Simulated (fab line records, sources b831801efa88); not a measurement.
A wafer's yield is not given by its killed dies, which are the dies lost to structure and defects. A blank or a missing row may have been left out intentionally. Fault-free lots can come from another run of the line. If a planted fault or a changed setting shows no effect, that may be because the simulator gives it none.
Matching of chambers :: flow sky130 :: pecvd-01 running SKY_PASSIVATION_CVD_00: 3 sister chambers
The step deposits SiO2, target thk 90 nm. 6 wafers are shown with their chamber, then 11 later ones without.

WAFERS WITH THEIR CHAMBER
wafer: L084.4
chamber: 1
heater-power-w (W): 738

wafer: L084.6
chamber: 2
heater-power-w (W): 698

wafer: L085.4
chamber: 2
heater-power-w (W): 732

wafer: L085.5
chamber: 1
heater-power-w (W): 680

wafer: L085.6
chamber: 0
heater-power-w (W): 748

wafer: L087.1
chamber: 0
heater-power-w (W): 648

WAFERS WITH NO CHAMBER GIVEN
wafer: L087.2
heater-power-w (W): 645

wafer: L087.4
heater-power-w (W): 665

wafer: L089.1
heater-power-w (W): 719

wafer: L089.4
heater-power-w (W): 720

wafer: L089.6
heater-power-w (W): 721

wafer: L090.3
heater-power-w (W): 744

wafer: L090.4
heater-power-w (W): 635

wafer: L090.5
heater-power-w (W): 670

wafer: L095.3
heater-power-w (W): 730

wafer: L095.4
heater-power-w (W): 706

wafer: L095.5
heater-power-w (W): 759

WHICH CHAMBER EACH WENT THROUGH
wafer: L087.2
from the rows above: can't be placed: 0 or 1 or 2
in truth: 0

wafer: L087.4
from the rows above: can't be placed: 0 or 1 or 2
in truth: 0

wafer: L089.1
from the rows above: can't be placed: 2 or 1 or 0
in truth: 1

wafer: L089.4
from the rows above: can't be placed: 2 or 1 or 0
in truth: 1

wafer: L089.6
from the rows above: can't be placed: 2 or 1 or 0
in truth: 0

wafer: L090.3
from the rows above: can't be placed: 2 or 1 or 0
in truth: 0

wafer: L090.4
from the rows above: can't be placed: 0 or 1 or 2
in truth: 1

wafer: L090.5
from the rows above: can't be placed: 0 or 1 or 2
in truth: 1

wafer: L095.3
from the rows above: can't be placed: 2 or 1 or 0
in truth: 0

wafer: L095.4
from the rows above: can't be placed: 1 or 0 or 2
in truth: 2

wafer: L095.5
from the rows above: can't be placed: 2 or 1 or 0
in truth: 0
Correctly placed: 0 of 11. Cannot be placed on the basis of these rows: 11; the candidates contain the true chamber in 11. Placed wrongly: 0.
How it was worked out, from the rows above alone: a wafer's distance from a chamber is the root of the sum, over the readings, of the square of ((its reading less the chamber's mean) divided by the reading's scatter). The wafer belongs to the nearest chamber; if the next one is less than 2 further off, it can't be placed. For every chamber, the mean is computed from those of its wafers that are shown. How the scatter is found: for the shown wafers, subtract from each reading the mean of its chamber, square and add these, divide the total by (wafers less chambers), then take the root.
